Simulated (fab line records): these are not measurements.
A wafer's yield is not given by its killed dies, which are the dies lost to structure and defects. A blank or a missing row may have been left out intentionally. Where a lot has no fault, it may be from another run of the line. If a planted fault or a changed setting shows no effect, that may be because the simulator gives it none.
Which of the tools did it?    flow gf180mcu    12 lots with 36 wafers sampled at 5 steps, on a route of 602 steps

== WHAT THE GAUGES SHOWED, per wafer ==
GF_STI_THK_MEAS_30.
lot   measured     on             STI_OXIDATION_02_THK (nm)
L776  day 2 11:34  film_metro-01  9.72 9.74 9.97
L777  day 2 12:35  film_metro-03  9.84 9.86 10.05
L780  day 3 02:24  film_metro-01  10.34 10.32 10.47
L782  day 3 18:11  film_metro-03  10.10 9.98 9.98
L783  day 3 22:08  film_metro-04  10.12 10.10 10.30
L784  day 3 23:17  film_metro-03  9.94 9.94 9.91
L785  day 4 06:22  film_metro-01  9.75 9.76 9.99
L791  day 5 19:17  film_metro-03  10.07 9.97 9.87
L792  day 5 19:17  film_metro-01  10.01 10.16 9.97
L793  day 6 01:02  film_metro-01  9.99 9.82 9.86
L795  day 6 10:14  film_metro-03  9.84 9.89 9.88
L797  day 6 19:14  film_metro-01  9.83 9.78 9.69

GF_VT_IMPLANT_TW_MEAS_43.
lot   measured      on             VT_IMPLANT_4_TW
L776  day 7 20:54   film_metro-01  696 697 697
L777  day 7 21:11   film_metro-03  694 697 697
L780  day 8 13:47   film_metro-01  703 697 700
L782  day 9 13:51   film_metro-02  691 692 692
L783  day 9 15:52   film_metro-01  695 690 694
L784  day 9 16:03   film_metro-03  693 691 691
L785  day 10 02:35  film_metro-03  694 695 688
L791  day 12 07:00  film_metro-01  720 722 722
L792  day 12 06:30  film_metro-02  690 698 693
L793  day 12 12:13  film_metro-02  696 699 695
L795  day 13 02:15  film_metro-02  725 728 725
L797  day 13 14:07  film_metro-01  696 694 694

== EACH LOT AND THE TOOL THAT RAN IT (in order: tool; ch and the chambers of the sampled wafers; start) ==
lot   GF_STI_ETCH_14                   GF_STI_CMP_25                 GF_VT_IMPLANT_IMPLANT_41
L776  rie_si-02 ch 1,2,3, day 2 06:53  cmp-01 ch 0,2,3, day 2 09:14  implanter-01 ch 0, day 7 20:40
L777  rie_si-01 ch 0,2,3, day 2 07:06  cmp-02 ch 0,2,3, day 2 09:31  implanter-02 ch 0, day 7 20:56
L780  rie_si-01 ch 2,3, day 2 22:11    cmp-02 ch 0,1,3, day 3 00:13  implanter-03 ch 0, day 8 13:32
L782  rie_si-02 ch 0,1,3, day 3 08:30  cmp-02 ch 0,2,3, day 3 13:32  implanter-02 ch 0, day 9 13:37
L783  rie_si-02 ch 0,3, day 3 14:38    cmp-01 ch 0,1, day 3 19:04    implanter-02 ch 0, day 9 15:37
L784  rie_si-01 ch 2,3, day 3 18:26    cmp-02 ch 0,2,3, day 3 21:03  implanter-03 ch 0, day 9 15:49
L785  rie_si-01 ch 1,3, day 4 01:45    cmp-01 ch 1,2,3, day 4 03:39  implanter-03 ch 0, day 10 02:22
L791  rie_si-02 ch 0,1,2, day 5 08:47  cmp-02 ch 1,3, day 5 12:46    implanter-02 ch 0, day 12 06:45
L792  rie_si-02 ch 1,2,3, day 5 12:26  cmp-01 ch 0,1,3, day 5 16:32  implanter-01 ch 0, day 12 06:16
L793  rie_si-01 ch 0,3, day 5 16:58    cmp-01 ch 1,2, day 5 21:28    implanter-01 ch 0, day 12 11:59
L795  rie_si-01 ch 0,2,3, day 6 05:14  cmp-02 ch 1,2, day 6 07:50    implanter-02 ch 0, day 13 02:01
L797  rie_si-02 ch 1,2,3, day 6 14:34  cmp-02 ch 0,1,2, day 6 16:25  implanter-01 ch 0, day 13 13:52
- GF_STI_ETCH_14: etches Si in HBr/Cl2/O2, target depth 360 nm, time 102.9 s.
- GF_STI_CMP_25: polishes, stops on Si3N4, t overpolish 33 s, target thk 524.6 nm.
- GF_VT_IMPLANT_IMPLANT_41

== AS READ BY THE TOOLS THEMSELVES (means over the sampled wafers that have a number; for cases with no such wafer, the mark the record gives instead) ==
GF_STI_ETCH_14.
lot   tool       O2_flow_sccm (sccm)  drypump_motor_current_A (A)  oes_product_au (a.u.)  rf_fwd_power_W (W)  throttle_valve_pct (%)
L776  rie_si-02  5.974                5.4                          1.006                  596.0               25.659
L777  rie_si-01  5.993                5.2                          1.009                  594.7               25.649
L780  rie_si-01  6.012                5.2                          1.005                  596.1               25.643
L782  rie_si-02  5.998                5.8                          1.003                  596.9               25.651
L783  rie_si-02  6.026                6.1                          1.010                  598.2               25.647
L784  rie_si-01  5.987                5.2                          0.993                  596.3               25.661
L785  rie_si-01  5.978                5.3                          1.001                  597.0               25.649
L791  rie_si-02  5.997                5.8                          1.005                  596.7               25.651
L792  rie_si-02  5.997                5.5                          0.998                  595.6               25.663
L793  rie_si-01  6.006                5.2                          0.997                  594.8               25.662
L795  rie_si-01  5.994                5.2                          1.006                  594.4               25.656
L797  rie_si-02  5.988                5.5                          0.995                  597.7               25.660

GF_STI_CMP_25.
lot   tool    motor_current_A (A)  overpolish_run_s (s)  time_to_endpoint_s (s)
L776  cmp-01  12.6                 33.015                123
L777  cmp-02  12.7                 32.998                119
L780  cmp-02  11.6                 33.005                120
L782  cmp-02  12.7                 32.998                118
L783  cmp-01  13.1                 32.996                122
L784  cmp-02  13.2                 32.992                120
L785  cmp-01  11.2                 32.997                123
L791  cmp-02  11.0                 33.008                128
L792  cmp-01  12.6                 33.006                116
L793  cmp-01  11.3                 32.999                120
L795  cmp-02  12.4                 32.996                120
L797  cmp-02  13.3                 32.995                118

GF_VT_IMPLANT_IMPLANT_41.
lot   tool          beam_on_s (s)  dose_ions_cm2  faraday_current_uA
L776  implanter-01  10.00          1.0126e+12     5.71
L777  implanter-02  9.94           1.0134e+12     5.75
L780  implanter-03  10.05          1.0133e+12     5.69
L782  implanter-02  10.14          1.0138e+12     5.65
L783  implanter-02  9.89           1.0132e+12     5.77
L784  implanter-03  10.10          1.0118e+12     5.65
L785  implanter-03  10.10          1.0145e+12     5.65
L791  implanter-02  11.46          1.0134e+12     4.98
L792  implanter-01  10.12          1.0128e+12     5.67
L793  implanter-01  9.92           1.0137e+12     5.76
L795  implanter-02  11.29          1.0131e+12     5.07
L797  implanter-01  9.73           1.0126e+12     5.87

== THE ANSWER, worked out from the rows above alone ==
Rule: usual is defined by the lots themselves. The widest of any qualifying gaps counts: lots, ordered by their means at a reading, are off when they make up no more than a third of the lots, leave a main group of 4 or more, and stand apart from it by 3 or more times the standard deviation of that group's means. If all means in a main group match to the digits the tables above print for the reading, that group is not used. Also off: a lot with no number at a reading for which 4 or more lots have one. Any other lot the step has rows for is counted as sound. Order of review: gauges by route order, followed by the tools' own readings, for which a lot's mean as printed above is used. The first step at which some lot is off is used, and at that step the reading that is off furthest; a lot without a number counts as furthest.
Off: L791, L795, at GF_VT_IMPLANT_TW_MEAS_43 (VT_IMPLANT_4_TW). Mean 695 and standard deviation 2.6 in the main group.
If a tool, at a process step before that reading, ran all the lots that are off and no sound lot after the first of them, it fits. The gauges at GF_VT_IMPLANT_TW_MEAS_43 aren't tried: what is off there is off at GF_VT_IMPLANT_IMPLANT_41 too, on other tools, and a gauge's error can't cause that. One fits: implanter-02 at GF_VT_IMPLANT_IMPLANT_41. A fault onset in the window from L783 (day 9 15:37, its last sound lot) to L791 (day 12 06:45, its first lot off) fits.
The tool's own readings at GF_VT_IMPLANT_IMPLANT_41 bear it out: on the lots that are off they differ by more than 5 times the standard deviation of the sound lots' means. beam_on_s reads 11.38 s there against 10.00 s on the sound lots; faraday_current_uA reads 5.03 there against 5.72 on the sound lots.

== WHAT THE SIMULATOR PUT IN ==
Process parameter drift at GF_VT_IMPLANT_IMPLANT_41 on implanter-02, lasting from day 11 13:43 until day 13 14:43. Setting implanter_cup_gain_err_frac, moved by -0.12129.
Shown lots that were struck: L791, L795. The rule given above showed the same thing.
